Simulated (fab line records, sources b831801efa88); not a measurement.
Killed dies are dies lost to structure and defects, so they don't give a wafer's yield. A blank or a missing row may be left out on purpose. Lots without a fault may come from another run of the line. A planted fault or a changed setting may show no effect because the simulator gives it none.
fab line records | flow sky130
record lots=6 wafers=18 last_day=50
route steps=708 shown CONTACT@423 METAL1@434 PAD_OPEN@708
lots that met no fault: from a run of the same line without faults
start_h: hours from the record's first day to the start of the lot's first wafer shown | wait_h: hours since the lot's step before | " the same as in the row above | L1.1+2: a row that stands for several wafers | - no value, or no start given | * or withheld: withheld | < > ~ a bound
route shown NAME@n: a module of which the file shows steps, and the number in the route of the first | usual: mean/standard deviation of fault-free wafers | same: alike in all rows | chamber/n: place in a boat | sites: the reading at each site | _std_site: their standard deviation | _edge_site: outer sites' mean less inner sites' | radius_mm: how far each site lies from the wafer's centre | mask NAME#n: copy n | behind: the tool/chamber that last shaped the wafer | hold: why the lot was held/for how many hours/how that ended | device: the transistor (n, p or np) that didn't switch | end of line: the same wafers' tests at the end of the route | a step without rows: its recipe alone | killed: dies lost to structure and defects at the first sort, not the wafer's yield | map: a wafer's dies, x killed, . not, _ none there
set.NAME: the setting as run; set.NAME@STEP: as run at that earlier step | model.NAME: the simulator's own value behind a step, which no gauge read
lots at some steps of the route; a table a step, a row a wafer
services: from which hour (start_h, from the record's first day; less than 0 if before it) a tool's chamber was out of use, for how many hours, and why
## steps
# step SKY_CONTACT_ETCH_17
# recipe target=SiO2 chemistry=C4F8/O2/Ar stop_on=Si3N4 mask_material=KrF-thick source_w=1500 bias_w=1200 pressure_mtorr=40 c4f8_flow_sccm=withheld O2_flow_sccm=6 Ar_flow_sccm=300 time_s=withheld target_depth_a=3400
# step SKY_CONTACT_ETCH_18
# recipe target=Si3N4 chemistry=CHF3/O2 stop_on=TiN source_w=600 bias_w=200 pressure_mtorr=40 chf3_flow_sccm=50 O2_flow_sccm=5 time_s=39 target_depth_a=750
# step SKY_CONTACT_STRIP_19
# recipe chemistry=O2/N2 power_w=1400 pressure_mtorr=1500 platen_temp_c=withheld o2_flow_sccm=3000 n2_flow_sccm=300 overash_fraction=0.5
# step SKY_CONTACT_STRIP_20
# recipe chemistry=post_etch_residue_remover time_s=1200 temp_c=72.5
# step SKY_CONTACT_CLEAN_21
# recipe chemistry=IPA time_s=180 temp_c=25
# step SKY_CONTACT_CLEAN_22
# recipe chemistry=O3/DIW dry=n2_spin
# step SKY_CONTACT_SPUTTER_23
# recipe material=TiN target_thk_nm=20 chamber_pressure_pa=5 power_w=4000 time_s=80
# usual throttle_valve_pct=29.3/0.9
# columns lot.wafer tool chamber start_h wait_h throttle_valve_pct
L223.1 pvd_sputter-03 - 793.54 0.0 28.1
L223.5 " - " " 30.6
L223.6 " - " " 29.7
L224.1 pvd_sputter-02 - 794.41 0.0 28.7
L224.5 " - " " 28.5
L224.6 " - " " 28.5
L225.1 pvd_sputter-03 - 807.58 0.0 29.4
L225.2 " - " " 29.2
L225.3 " - " " 30.6
L233.1 pvd_sputter-02 - 867.49 0.0 29.0
L233.4 " - " " 28.8
L233.5 " - " " 28.4
L236.2 pvd_sputter-03 - 882.28 0.0 29.3
L236.3 " - " " 30.7
L236.4 " - " " 29.7
L238.3 pvd_sputter-01 - 899.28 0.0 30.1
L238.5 " - " " 30.6
L238.6 " - " " 29.9
# step SKY_CONTACT_CVD_24
# recipe material=W target_thk_nm=340 time_s=102.12 temp_c=400 pressure_torr=40
# usual heater_power_w=900/130
# columns lot.wafer tool chamber start_h wait_h heater_power_w since_wet_clean_h
L223.1 cvd_w-01 0 793.61 0.0 956 890
L223.5 " 0 " " 982 -
L223.6 " 1 " " 1084 -
L224.1 cvd_w-01 1 794.48 0.0 1066 890
L224.5 " 1 " " 1097 -
L224.6 " 0 " " 958 -
L225.1 cvd_w-02 1 807.64 0.0 793 404
L225.2 " 0 " " 782 404
L225.3 " 1 " " 773 -
L233.1 cvd_w-02 1 867.55 0.0 785 464
L233.4 " 1 " " 802 -
L233.5 " 0 " " 773 -
L236.2 cvd_w-01 1 882.34 0.0 1091 978
L236.3 " 0 " " 962 -
L236.4 " 1 " " 1101 -
L238.3 cvd_w-01 0 899.38 0.1 958 -
L238.5 " 0 " " 989 -
L238.6 " 1 " " 1088 -
# step SKY_CONTACT_RS_MEAS_25
# recipe thk_meas_gauge=four-point-probe reads=W_of_CONTACT_CVD_24+TiN_of_CONTACT_SPUTTER_23
# usual CONTACT_W_RS=0.337/0.0044
# columns lot.wafer tool chamber start_h wait_h CONTACT_W_RS[ohm/sq]
L223.1 film_metro-03 - 793.72 0.1 0.335
L223.5 " - " " 0.332
L223.6 " - " " 0.335
L224.1 film_metro-02 - 794.59 0.1 0.332
L224.5 " - " " 0.332
L224.6 " - " " 0.334
L225.1 film_metro-02 - 807.75 0.1 0.344
L225.2 " - " " 0.336
L225.3 " - " " 0.347
L233.1 film_metro-01 - 867.66 0.1 0.346
L233.4 " - " " 0.342
L233.5 " - " " 0.337
L236.2 film_metro-01 - 882.47 0.1 0.335
L236.3 " - " " 0.338
L236.4 " - " " 0.338
L238.3 film_metro-01 - 899.50 0.1 0.333
L238.5 " - " " 0.333
L238.6 " - " " 0.331
# step SKY_CONTACT_THK_MEAS_26
# recipe thk_meas_gauge=xrf reads=W_of_CONTACT_CVD_24
# usual CONTACT_W_THK=344/6.4
# columns lot.wafer tool chamber start_h wait_h CONTACT_W_THK[nm]
L223.1 film_metro-03 - 793.84 0.1 349
L223.5 " - " " 355
L223.6 " - " " 353
L224.1 film_metro-02 - 794.71 0.1 347
L224.5 " - " " 346
L224.6 " - " " 344
L225.1 film_metro-02 - 807.87 0.1 337
L225.2 " - " " 342
L225.3 " - " " 331
L233.1 film_metro-01 - 867.78 0.1 337
L233.4 " - " " 340
L233.5 " - " " 346
L236.2 film_metro-01 - 882.58 0.1 349
L236.3 " - " " 346
L236.4 " - " " 343
L238.3 film_metro-01 - 899.60 0.1 355
L238.5 " - " " 351
L238.6 " - " " 355
# step SKY_CONTACT_CMP_27
# recipe stop_on=SiO2 t_overpolish_s=15 down_force_psi=3.5 platen_rpm=60 target_thk_nm=0 pad_velocity_m_s=0.94248
# step SKY_METAL1_SPUTTER_00
# recipe material=Ti target_thk_nm=15 power_w=3000 time_s=10 chamber_pressure_pa=0.4
# usual throttle_valve_pct=29.4/0.93
# columns lot.wafer tool chamber start_h wait_h throttle_valve_pct
L223.1 pvd_sputter-04 - 794.20 0.2 29.4
L223.5 " - " " 29.9
L223.6 " - " " 29.7
L224.1 pvd_sputter-02 - 795.07 0.1 28.5
L224.5 " - " " 28.2
L224.6 " - " " 28.5
L225.1 pvd_sputter-02 - 808.23 0.1 28.5
L225.2 " - " " 28.6
L225.3 " - " " 28.7
L233.1 pvd_sputter-03 - 868.14 0.2 29.9
L233.4 " - " " 29.2
L233.5 " - " " 29.7
L236.2 pvd_sputter-02 - 882.93 0.2 28.5
L236.3 " - " " 28.7
L236.4 " - " " 28.2
L238.3 pvd_sputter-04 - 899.94 0.1 30.0
L238.5 " - " " 29.9
L238.6 " - " " 29.5
# step SKY_METAL1_SPUTTER_01
# recipe material=TiN target_thk_nm=20 power_w=6500 time_s=16.7 chamber_pressure_pa=0.4
# usual throttle_valve_pct=29.4/0.95
# columns lot.wafer tool chamber start_h wait_h throttle_valve_pct model.TiN_of_METAL1_SPUTTER_01.thk_nm
L223.1 pvd_sputter-04 - 794.22 0.0 29.4 20.06
L223.5 " - " " 30.3 20.07
L223.6 " - " " 29.7 19.72
L224.1 pvd_sputter-02 - 795.09 0.0 28.4 34.73
L224.5 " - " " 28.4 34.59
L224.6 " - " " 28.5 20
L225.1 pvd_sputter-02 - 808.26 0.0 28.6 34.26
L225.2 " - " " 28.9 19.84
L225.3 " - " " 28.7 34.29
L233.1 pvd_sputter-03 - 868.16 0.0 29.8 19.66
L233.4 " - " " 29.2 19.98
L233.5 " - " " 29.6 19.89
L236.2 pvd_sputter-02 - 882.95 0.0 28.6 20.06
L236.3 " - " " 28.9 20.02
L236.4 " - " " 28.2 19.96
L238.3 pvd_sputter-04 - 899.96 0.0 30.0 20.39
L238.5 " - " " 29.7 20.43
L238.6 " - " " 29.6 20.23
# step SKY_METAL1_SPUTTER_02
# recipe material=AlCu target_thk_nm=250 power_w=10600 time_s=13.3 chamber_pressure_pa=0.4
# usual throttle_valve_pct=29.4/0.91
# columns lot.wafer tool chamber start_h wait_h throttle_valve_pct
L223.1 pvd_sputter-04 - 794.24 0.0 29.2
L223.5 " - " " 30.1
L223.6 " - " " 29.6
L224.1 pvd_sputter-02 - 795.11 0.0 28.4
L224.5 " - " " 28.5
L224.6 " - " " 28.2
L225.1 pvd_sputter-02 - 808.28 0.0 28.6
L225.2 " - " " 28.7
L225.3 " - " " 28.9
L233.1 pvd_sputter-03 - 868.19 0.0 29.7
L233.4 " - " " 29.4
L233.5 " - " " 29.6
L236.2 pvd_sputter-02 - 882.98 0.0 28.3
L236.3 " - " " 28.8
L236.4 " - " " 28.3
L238.3 pvd_sputter-04 - 899.98 0.0 30.1
L238.5 " - " " 29.4
L238.6 " - " " 29.6
# step SKY_METAL1_SPUTTER_03
# recipe material=Ti target_thk_nm=5 power_w=3000 time_s=3.3 chamber_pressure_pa=0.4
# step SKY_METAL1_SPUTTER_04
# recipe material=TiN target_thk_nm=70 power_w=6500 time_s=58.3 chamber_pressure_pa=0.4
# usual throttle_valve_pct=29.4/0.91
# columns lot.wafer tool chamber start_h wait_h throttle_valve_pct
L223.1 pvd_sputter-04 - 794.29 0.0 29.6
L223.5 " - " " 30.0
L223.6 " - " " 29.8
L224.1 pvd_sputter-02 - 795.16 0.0 28.5
L224.5 " - " " 28.2
L224.6 " - " " 28.6
L225.1 pvd_sputter-02 - 808.33 0.0 28.4
L225.2 " - " " 28.6
L225.3 " - " " 28.8
L233.1 pvd_sputter-03 - 868.23 0.0 29.8
L233.4 " - " " 29.4
L233.5 " - " " 29.7
L236.2 pvd_sputter-02 - 883.02 0.0 28.9
L236.3 " - " " 28.7
L236.4 " - " " 28.5
L238.3 pvd_sputter-04 - 900.03 0.0 30.1
L238.5 " - " " 29.5
L238.6 " - " " 29.4
# step SKY_METAL1_RS_MEAS_05
# recipe thk_meas_gauge=four-point-probe reads=TiN_of_METAL1_SPUTTER_04+Ti_of_METAL1_SPUTTER_03+AlCu_of_METAL1_SPUTTER_02+TiN_of_METAL1_SPUTTER_01+Ti_of_METAL1_SPUTTER_00
# usual METAL1_ALCU_RS=0.1272/0.0011
# columns lot.wafer tool chamber start_h wait_h hold METAL1_ALCU_RS[ohm/sq]
L223.1 film_metro-03 - 794.34 0.0 - 0.1279
L223.5 " - " " - 0.1275
L223.6 " - " " - 0.1252
L224.1 film_metro-03 - 795.21 0.0 await_dispo/0.2h/release 0.1279
L224.5 " - " " await_dispo/0.2h/release 0.1292
L224.6 " - " " await_dispo/0.2h/release 0.1257
L224.1 film_metro-03 - 795.49 0.3 - 0.1278
L224.5 " - " " - 0.1286
L224.6 " - " " - 0.1258
L225.1 film_metro-01 - 808.37 0.0 await_dispo/0.2h/release 0.1249
L225.2 " - " " await_dispo/0.2h/release 0.1266
L225.3 " - " " await_dispo/0.2h/release 0.1276
L225.1 film_metro-01 - 808.66 0.3 - 0.1249
L225.2 " - " " - 0.1266
L225.3 " - " " - 0.1275
L233.1 film_metro-03 - 868.28 0.0 - 0.1270
L233.4 " - " " - 0.1272
L233.5 " - " " - 0.1273
L236.2 film_metro-04 - 883.09 0.0 - 0.1264
L236.3 " - " " - 0.1281
L236.4 " - " " - 0.1295
L238.3 film_metro-04 - 900.12 0.1 - 0.1281
L238.5 " - " " - 0.1257
L238.6 " - " " - 0.1271
# step SKY_METAL1_THK_MEAS_06
# recipe thk_meas_gauge=xrf reads=AlCu_of_METAL1_SPUTTER_02
# usual METAL1_ALCU_THK=249.5/2.3
# columns lot.wafer tool chamber start_h wait_h hold METAL1_ALCU_THK[nm]
L223.1 film_metro-03 - 794.46 0.1 - 247.4
L223.5 " - " " - 249.6
L223.6 " - " " - 253.4
L224.1 film_metro-03 - 802.47 7.0 await_dispo/6.9h/release 248.8
L224.5 " - " " await_dispo/6.9h/release 246.0
L224.6 " - " " await_dispo/6.9h/release 250.8
L225.1 film_metro-01 - 811.79 3.1 await_dispo/3.0h/release 254.4
L225.2 " - " " await_dispo/3.0h/release 252.6
L225.3 " - " " await_dispo/3.0h/release 248.8
L233.1 film_metro-03 - 868.40 0.1 - 249.4
L233.4 " - " " - 249.3
L233.5 " - " " - 249.1
L236.2 film_metro-04 - 883.20 0.1 - 249.4
L236.3 " - " " - 247.3
L236.4 " - " " - 244.3
L238.3 film_metro-04 - 900.22 0.1 - 246.7
L238.5 " - " " - 250.4
L238.6 " - " " - 249.8
# step SKY_PAD_OPEN_PROBE_99
# usual defect_limited_yield=82.3/1.9 killed_at_M0_to_M3=44/6.9 killed_at_M4_up=3.3/2.1 killed_at_contacts=24/4.8 killed_at_front_end=15/4.4 killed_at_other=0.2/0.48 killed_dies=87/9.5 killed_open=48/6.5 killed_short=39/6.3 sort_bin_3_pad_short=0.9/0.48 sort_bin_5_function=10.5/1.5 sort_bin_6_memory=6.3/1.1 sort_n_pass=405/9.5 sort_yield_pct=82.3/1.9
# same gross_dies=492 killed_at_back_side=0 sort_bin_4_leakage[%]=0 sort_bin_8_speed[%]=0
# columns lot.wafer tool chamber start_h wait_h defect_limited_yield[%] killed_at_M0_to_M3 killed_at_M4_up killed_at_contacts killed_at_front_end killed_at_other killed_dies killed_open killed_short sort_bin_3_pad_short[%] sort_bin_5_function[%] sort_bin_6_memory[%] sort_n_pass sort_yield_pct[%]
L223.1 prober-01 - 1118.22 0.1 82.3 46 1 28 12 0 87 54 33 1.0 10.6 6.1 405 82.3
L223.5 prober-01 - 1118.42 0.2 83.7 34 5 25 16 0 80 53 26 0.2 9.6 6.5 412 83.7
L223.6 prober-01 - 1118.47 0.2 82.3 46 6 27 7 1 87 50 36 0.4 10.0 7.3 405 82.3
L233.1 prober-01 - 1170.30 0.1 79.5 46 2 33 20 0 101 59 40 1.0 12.6 6.9 391 79.5
L233.4 prober-01 - 1170.45 0.2 81.1 42 3 25 23 0 93 52 41 0.4 10.8 7.7 399 81.1
L233.5 prober-01 - 1170.50 0.2 81.9 45 1 21 21 1 89 44 44 0.6 10.4 7.1 403 81.9
L236.2 prober-02 - 1180.05 0.1 80.9 49 2 23 19 1 94 57 37 1.0 11.8 6.3 398 80.9
L236.3 prober-02 - 1180.10 0.2 80.5 41 8 24 22 1 96 51 45 1.8 9.8 7.9 396 80.5
L236.4 prober-02 - 1180.15 0.2 80.1 42 4 37 15 0 98 61 37 1.0 10.8 8.1 394 80.1
# killed by level:class
L223.1 METAL2:geometric_particle:short=10 VIA3:geometric_particle:open=10 LI_CONTACT:geometric_particle:open=10 CONTACT:geometric_particle:open=10 VIA1:geometric_particle:open=10 METAL1:geometric_particle:short=6 VIA2:geometric_particle:open=5 FIELD_ISO:geometric_particle:short=3
L223.5 CONTACT:geometric_particle:open=12 VIA3:geometric_particle:open=9 LI_CONTACT:geometric_particle:open=7 VIA1:geometric_particle:open=6 FIELD_ISO:geometric_particle:short=4 METAL1:geometric_particle:short=4 FIELD_ISO:geometric_particle:open=3 CONTACT:geometric_particle:short=3
L223.6 CONTACT:geometric_particle:open=12 VIA1:geometric_particle:open=9 VIA3:geometric_particle:open=8 VIA3:geometric_particle:short=7 VIA2:geometric_particle:open=7 LI_CONTACT:geometric_particle:open=6 CONTACT:geometric_particle:short=6 LOCAL_INTERCONNECT:geometric_particle:short=3
L233.1 CONTACT:geometric_particle:open=15 VIA1:geometric_particle:open=12 FIELD_ISO:geometric_particle:open=6 VIA1:geometric_particle:short=6 LI_CONTACT:geometric_particle:open=6 VIA2:geometric_particle:open=6 VIA3:geometric_particle:short=6 VIA3:geometric_particle:open=6
L233.4 VIA2:geometric_particle:open=10 CONTACT:geometric_particle:open=9 FIELD_ISO:geometric_particle:open=8 FIELD_ISO:geometric_particle:short=8 LI_CONTACT:geometric_particle:open=7 VIA1:geometric_particle:open=7 CONTACT:geometric_particle:short=5 VIA1:geometric_particle:short=5
L233.5 METAL2:geometric_particle:short=9 METAL1:geometric_particle:short=7 VIA2:geometric_particle:open=7 FIELD_ISO:geometric_particle:short=6 POLY_GATE:geometric_particle:open=6 VIA1:geometric_particle:short=6 VIA1:geometric_particle:open=6 LI_CONTACT:geometric_particle:open=5
L236.2 VIA1:geometric_particle:open=11 VIA2:geometric_particle:open=9 CONTACT:geometric_particle:open=9 FIELD_ISO:geometric_particle:open=7 METAL2:geometric_particle:short=6 LI_CONTACT:geometric_particle:short=5 METAL3:geometric_particle:short=4 LI_CONTACT:geometric_particle:open=4
L236.3 VIA1:geometric_particle:open=11 VIA2:geometric_particle:open=8 LI_CONTACT:geometric_particle:open=8 FIELD_ISO:geometric_particle:short=7 METAL4:geometric_particle:short=7 CONTACT:geometric_particle:open=7 VIA1:geometric_particle:short=5 POLY_GATE:geometric_particle:short=5
L236.4 LI_CONTACT:geometric_particle:open=17 CONTACT:geometric_particle:open=12 VIA2:geometric_particle:open=8 METAL1:geometric_particle:short=7 FIELD_ISO:geometric_particle:open=6 CONTACT:geometric_particle:short=6 VIA1:geometric_particle:open=5 METAL2:geometric_particle:short=5
## services
# columns tool chamber start_h hours kind
pvd_sputter-01 - 818.33 4.8 repair
pvd_sputter-02 - 819.89 1.1 repair
cvd_w-02 - 830.98 1.4 repair
## key
first_sign step=SKY_METAL1_RS_MEAS_05 reading=visit direction=added
effect none on later readings
model_effect step=SKY_METAL1_SPUTTER_01 value=TiN_of_METAL1_SPUTTER_01.thk_nm without=19.96 struck=34.47
met_at SKY_METAL1_SPUTTER_01
struck_wafers L224.1,L224.5,L225.1,L225.3
fault kind=process_parameter_drift tool=pvd_sputter-02 chamber=- onset_h=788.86 steps=SKY_METAL1_SPUTTER_01 channel=target_thk_nm offset=14.503 shape=step end_h=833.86 scope=struck_wafers_only acts_in=these_recipes_only stated=20
